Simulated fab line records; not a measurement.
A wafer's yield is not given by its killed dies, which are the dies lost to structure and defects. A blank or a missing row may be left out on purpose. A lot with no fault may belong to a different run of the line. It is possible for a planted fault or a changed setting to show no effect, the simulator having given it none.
8D (eight disciplines) problem report, filled in by code    flow sfq_line    the parts of the form that need people (team, actions taken, sign-off) are left out

== 1. PROBLEM STATEMENT ==
At SFQ_TRILAYER_I6_CMP_CMP_166, time_to_endpoint_s averages 285 s over 3 wafers from 3 lots, while fault-free wafers read 220 s, standard deviation 9.2. Measured from the usual mean, that is +7.1 standard deviations.
The step: polishes SiO2.
Earliest sighting: wafer L603.5 on cmp-02 at day 73 18:00. At this step, 45 wafers from 15 lots have a number in the record. Rule for "out" (also "out of limits"): further than 4 standard deviations from the usual mean. The other wafers with a number count as sound.

== 2. WHAT THIS IS AND IS NOT ==
question                     is                      is not
which readings at this step  time_to_endpoint_s      motor_current_A, slurry_flow_ml_min
which lots                   L603, L604, L609        L588, L589, L591, L593, L594, L595, L596, L598, L599, L600, L606, L611
which wafers of those lots   L603.5, L604.6, L609.6  L603.3, L603.4, L604.2, L604.3, L609.2, L609.4
read on which tools          cmp-02                  cmp-01
when                         from day 73 18:00       up to then (32 sound wafers); but 10 sound wafers of L604, L606, L609, L611 came after

== 3. WHAT RULES OUT EACH SUSPECT ==
Counting: a tool at a process step up to the reading stays a suspect if it ran every lot that is out. Sound lots after the first of them don't rule it out here, since some wafers of a struck lot are sound.
- cmp-02 at SFQ_TRILAYER_I6_CMP_CMP_166 (polishes SiO2): kept. Every lot that is out went through it, the first being L603 (day 73 15:19); the last sound lot it ran before that was L598 (day 72 03:40). On those wafers its own readings are out: time_to_endpoint_s.
The count leaves cmp-02 at SFQ_TRILAYER_I6_CMP_CMP_166.

== 4. THE CAUSE (what the simulator had put in) ==
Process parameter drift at SFQ_TRILAYER_I6_CMP_CMP_166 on cmp-02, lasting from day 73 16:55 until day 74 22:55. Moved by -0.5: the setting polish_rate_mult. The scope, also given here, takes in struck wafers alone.
This tool alone remained once counting was done.

== 5. THE CHAIN OF EFFECTS, in route order ==
Each row: a reading whose mean over the struck wafers that have a number lies more than 3 standard deviations from the usual. Only readings for which the record gives a usual standard deviation are gone through. hours: the time from each lot's start at the first step in this table that gives one to its start at this step, as a median over the lots. sigmas: the change in usual standard deviations.
hours  step                                   reading             usual       on struck wafers  change  sigmas
0      SFQ_TRILAYER_I6_CMP_CMP_166            time_to_endpoint_s  220 s       285               +65     +7.1
1      SFQ_TRILAYER_I6_METRO_MEASURE_167      thk_nm              200.4 nm    306.7             +106.3  +89
21     SFQ_TRILAYER_I6_VIA_ETCH_VIA_ETCH_172  oes_product_au      0.856 a.u.  1.004             +0.148  +29
Process steps it contains:
- SFQ_TRILAYER_I6_CMP_CMP_166: polishes SiO2.
- SFQ_TRILAYER_I6_METRO_MEASURE_167
- SFQ_TRILAYER_I6_VIA_ETCH_VIA_ETCH_172: etches SiO2 in CHF3, stops on Nb, target depth 260 nm.

== 6. WHAT WOULD HAVE CAUGHT IT SOONER ==
In this record the first reading out of limits was taken at day 73 18:00, 1 hour after the fault began at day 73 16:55.
